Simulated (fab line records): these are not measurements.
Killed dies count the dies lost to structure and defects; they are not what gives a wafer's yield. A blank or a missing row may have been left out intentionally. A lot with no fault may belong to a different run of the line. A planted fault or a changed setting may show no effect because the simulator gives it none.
Which tool is to blame? | flow gf180mcu | 11 lots with 33 wafers sampled at 5 steps, on a route of 602 steps

WHAT THE GAUGES READ, wafer by wafer
GF_LVPWELL_TW_MEAS_11.
lot  | measured    | on            | LVPWELL_TW
L608 | day 4 14:17 | film-metro-01 | 565 566 564
L612 | day 5 01:41 | film-metro-03 | 557 556 559
L614 | day 5 13:53 | film-metro-02 | 564 562 564
L613 | day 5 13:57 | film-metro-02 | 560 562 559
L617 | day 6 02:02 | film-metro-01 | 584 584 585
L619 | day 6 13:09 | film-metro-02 | 583 582 584
L621 | day 6 23:14 | film-metro-01 | 566 563 564
L626 | day 8 00:50 | film-metro-03 | 554 559 555
L628 | day 8 12:30 | film-metro-01 | 565 565 567
L630 | day 8 21:59 | film-metro-03 | 556 557 553
L631 | day 9 03:16 | film-metro-03 | 558 559 555

EACH LOT AND THE TOOL THAT RAN IT (in order: tool; ch and the chambers of the sampled wafers; start)
lot  | GF_STI_STRIP_15                     | GF_DNWELL_STRIP_08                  | GF_NWELL_STRIP_10                   | GF_LVPWELL_IMPLANT_08
L608 | plasma-asher-04 ch 0, day 2 09:02   | plasma-asher-02 ch 0,1, day 3 13:05 | plasma-asher-01 ch 0,1, day 4 00:59 | implanter-02 ch 0, day 4 13:53
L612 | plasma-asher-03 ch 0,1, day 3 00:55 | plasma-asher-04 ch 0,1, day 3 22:02 | plasma-asher-03 ch 0,1, day 4 11:17 | implanter-02 ch 0, day 5 01:17
L614 | plasma-asher-03 ch 0,1, day 3 07:22 | plasma-asher-04 ch 0,1, day 4 09:02 | plasma-asher-03 ch 0,1, day 4 23:07 | implanter-03 ch 0, day 5 13:29
L613 | plasma-asher-04 ch 0,1, day 3 08:05 | plasma-asher-02 ch 0,1, day 4 09:23 | plasma-asher-01 ch 0,1, day 4 23:20 | implanter-02 ch 0, day 5 13:34
L617 | plasma-asher-04 ch 0,1, day 4 02:25 | plasma-asher-02 ch 0,1, day 4 21:20 | plasma-asher-02 ch 0,1, day 5 11:47 | implanter-02 ch 0, day 6 01:38
L619 | plasma-asher-03 ch 0,1, day 4 12:11 | plasma-asher-04 ch 0,1, day 5 07:26 | plasma-asher-02 ch 0,1, day 5 22:08 | implanter-02 ch 0, day 6 12:46
L621 | plasma-asher-04 ch 0,1, day 4 22:07 | plasma-asher-04 ch 0,1, day 5 17:02 | plasma-asher-01 ch 0, day 6 07:56   | implanter-03 ch 0, day 6 22:51
L626 | plasma-asher-04 ch 0,1, day 5 22:01 | plasma-asher-04 ch 0, day 6 17:05   | plasma-asher-03 ch 0,1, day 7 08:41 | implanter-04 ch 0, day 8 00:26
L628 | plasma-asher-04 ch 0,1, day 6 08:52 | plasma-asher-04 ch 0,1, day 7 04:32 | plasma-asher-02 ch 0,1, day 7 20:50 | implanter-04 ch 0, day 8 12:07
L630 | plasma-asher-01 ch 0,1, day 6 18:37 | plasma-asher-02 ch 0,1, day 7 13:50 | plasma-asher-01 ch 0,1, day 8 05:04 | implanter-04 ch 0, day 8 21:36
L631 | plasma-asher-01 ch 0,1, day 6 23:51 | plasma-asher-04 ch 0,1, day 7 19:28 | plasma-asher-01 ch 0,1, day 8 10:40 | implanter-03 ch 0, day 9 02:54
- GF_STI_STRIP_15: strips in O2/N2.
- GF_DNWELL_STRIP_08: strips in O2/N2.
- GF_NWELL_STRIP_10: strips in O2/N2.
- GF_LVPWELL_IMPLANT_08

THE ANSWER, worked out from the rows above alone
Rule: usual is defined by the lots themselves. The widest of any qualifying gaps counts: lots, ordered by their means at a reading, are off when they make up no more than a third of the lots, leave a main group of 4 or more, and stand apart from it by 3 or more times the standard deviation of that group's means. A main group whose means are all the same, to the digits that the tables above print for the reading, isn't used. A lot without any number at a reading at which 4 lots or more have one is off too. Where the step has rows for the other lots, those lots are counted as sound.
Off: L617, L619, seen at GF_LVPWELL_TW_MEAS_11 (LVPWELL_TW). The main group has a mean of 561 with a standard deviation of 3.9.
A tool fits if, at a process step before that reading, it ran every lot that is off, and no sound lot after the first of them. Those tools and the gauges at GF_LVPWELL_TW_MEAS_11 are tried in the same way. One candidate fits, namely implanter-02 at GF_LVPWELL_IMPLANT_08. Its last sound lot is L613 (day 5 13:34), its first lot that is off L617 (day 6 01:38): a fault that began between those two fits.

WHAT HAD BEEN PUT IN BY THE SIMULATOR
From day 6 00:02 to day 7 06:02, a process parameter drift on implanter-02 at GF_LVPWELL_IMPLANT_08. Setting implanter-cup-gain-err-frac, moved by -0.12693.
Struck lots among those shown: L617, L619. The same result came from the rule above.
